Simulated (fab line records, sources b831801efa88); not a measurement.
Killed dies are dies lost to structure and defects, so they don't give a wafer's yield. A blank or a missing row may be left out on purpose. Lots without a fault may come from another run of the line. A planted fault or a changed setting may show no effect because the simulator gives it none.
Split-lot experiment | flow sfq_line | 5 lots, 23 wafers read, on a route of 325 steps

THE SPLIT
At SFQ_TRILAYER_M1_LITHO_PEB_042 (peb time 60 s), the setting peb_temp_c was moved away from the recipe's 115 C on 9 of the 23 wafers read, by -1.3% to +3.0%. The other wafers ran this setting at the recipe's value.

FROM THE SPLIT TO THE READING: what the file shows between them, 2 steps
- SFQ_TRILAYER_M1_LITHO_DEVELOP_041: time 60 s
- SFQ_TRILAYER_M1_BARC_OPEN_METAL_ETCH_054: etches BARC in O2, target depth 125 nm, time 41.7 s

THE READING
M1.cd_nm (the simulator's own value, which no gauge read), in nm, at SFQ_TRILAYER_M1_ETCH_METAL_ETCH_042 (etches Nb in Cl2/Ar, stops on SiO2, target depth 240 nm, time 120 s). The file gives no usual value for it. The 14 wafers here that ran the recipe average 500.2 nm, standard deviation 2.7 nm.

wafer  | tool, chamber at the split | peb_temp_c as run, C | against the recipe | M1.cd_nm, nm | against lot-mates on the recipe
L074.2 | litho_track-04, 0          | 118.4                | +3.0%              | 445.7        | -53.4
L074.3 | litho_track-04, 0          | 118.4                | +3.0%              | 445.9        | -53.2
L074.4 | litho_track-04, 0          | 115                  | recipe             | 497.9        | -
L074.5 | litho_track-04, 0          | 115                  | recipe             | 500.1        | -
L074.6 | litho_track-04, 0          | 115                  | recipe             | 499.3        | -
L078.1 | litho_track-04, 0          | 117.9                | +2.5%              | 447          | -49.5
L078.3 | litho_track-04, 0          | 115                  | recipe             | 495          | -
L078.4 | litho_track-04, 0          | 117.9                | +2.5%              | 450.3        | -46.2
L078.5 | litho_track-04, 0          | 115                  | recipe             | 498          | -
L078.6 | litho_track-04, 0          | 115                  | recipe             | 496.6        | -
L079.1 | litho_track-01, 0          | 113.5                | -1.3%              | 529.9        | +27.9
L079.2 | litho_track-01, 0          | 113.5                | -1.3%              | 532          | +30.0
L079.3 | litho_track-01, 0          | 113.5                | -1.3%              | 529.1        | +27.1
L079.5 | litho_track-01, 0          | 115                  | recipe             | 500.8        | -
L079.6 | litho_track-01, 0          | 115                  | recipe             | 503.1        | -
L081.2 | litho_track-04, 0          | 115                  | recipe             | 504.1        | -
L081.3 | litho_track-04, 0          | 115                  | recipe             | 501          | -
L081.6 | litho_track-04, 0          | 115                  | recipe             | 503.5        | -
L084.1 | litho_track-02, 0          | 118.1                | +2.7%              | 451.6        | -49.8
L084.2 | litho_track-02, 0          | 115                  | recipe             | 502.3        | -
L084.3 | litho_track-02, 0          | 118.1                | +2.7%              | 451.7        | -49.7
L084.4 | litho_track-02, 0          | 115                  | recipe             | 503          | -
L084.5 | litho_track-02, 0          | 115                  | recipe             | 498.8        | -

THE FIT
A straight line over all 23 wafers: M1.cd_nm changes by -19.6 nm for each +1% of peb_temp_c; r = -0.99; the points scatter about the line by 3.2 nm.
The same after taking each lot's own level away (the mean of its wafers on the recipe; 23 wafers): -19 nm for each +1%; r = -1.00; scatter 1.9 nm.
On that fit, the largest move of peb_temp_c shifts the reading by 56 nm.
The lots' own levels span 496.53 to 502.87 nm, that is 2.4 times the standard deviation above.
So the lot-to-lot level changes the slope little: the two slopes agree.
Check: with one of the wafers moved furthest among these (+3.0%) left out of the fit, the line predicts -55.7 nm for it against its lot-mates. It came out at -53.4 nm against them.

OTHER SPLITS ON THESE WAFERS
These wafers also went through other splits before the reading. Each is held against what the fit with the lots' levels taken away leaves over:
other split on the same wafers                   | wafers away from the commonest value | r with M1.cd_nm (lot level and that fit taken away)
SFQ_TRILAYER_L0_DEP_SPUTTER_003 power_w          | 9                                    | -0.22
SFQ_TRILAYER_L0_LITHO_COAT_005 spin_rpm          | 7                                    | +0.19
SFQ_TRILAYER_L0_VIA_LITHO_COAT_013 spin_rpm      | 7                                    | +0.22
SFQ_TRILAYER_M0_LITHO_COAT_026 spin_rpm          | 5                                    | +0.12
SFQ_TRILAYER_I0_VIA_LITHO_COAT_031 resist_thk_nm | 7                                    | -0.21
SFQ_TRILAYER_M1_LITHO_COAT_044 spin_rpm          | 11                                   | +0.22

THE WHOLE CHAIN: every reading that the file lists as answering this split, in the file's order
step                                     | what it does                                                        | reading                                                   | change (the file's fit)              | r (the file's)
SFQ_TRILAYER_M1_BARC_OPEN_METAL_ETCH_054 | etches BARC in O2, target depth 125 nm, time 41.7 s                 | M1.cd_nm (the simulator's own value, which no gauge read) | -18.5 nm for each +1% of the setting | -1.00
SFQ_TRILAYER_M1_ETCH_METAL_ETCH_042      | etches Nb in Cl2/Ar, stops on SiO2, target depth 240 nm, time 120 s | M1.cd_nm (the simulator's own value, which no gauge read) | -18.7 nm for each +1% of the setting | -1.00

THE FILE'S OWN FIT
M1.cd_nm changes by -18.7 nm for each +1% of peb_temp_c, r = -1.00.
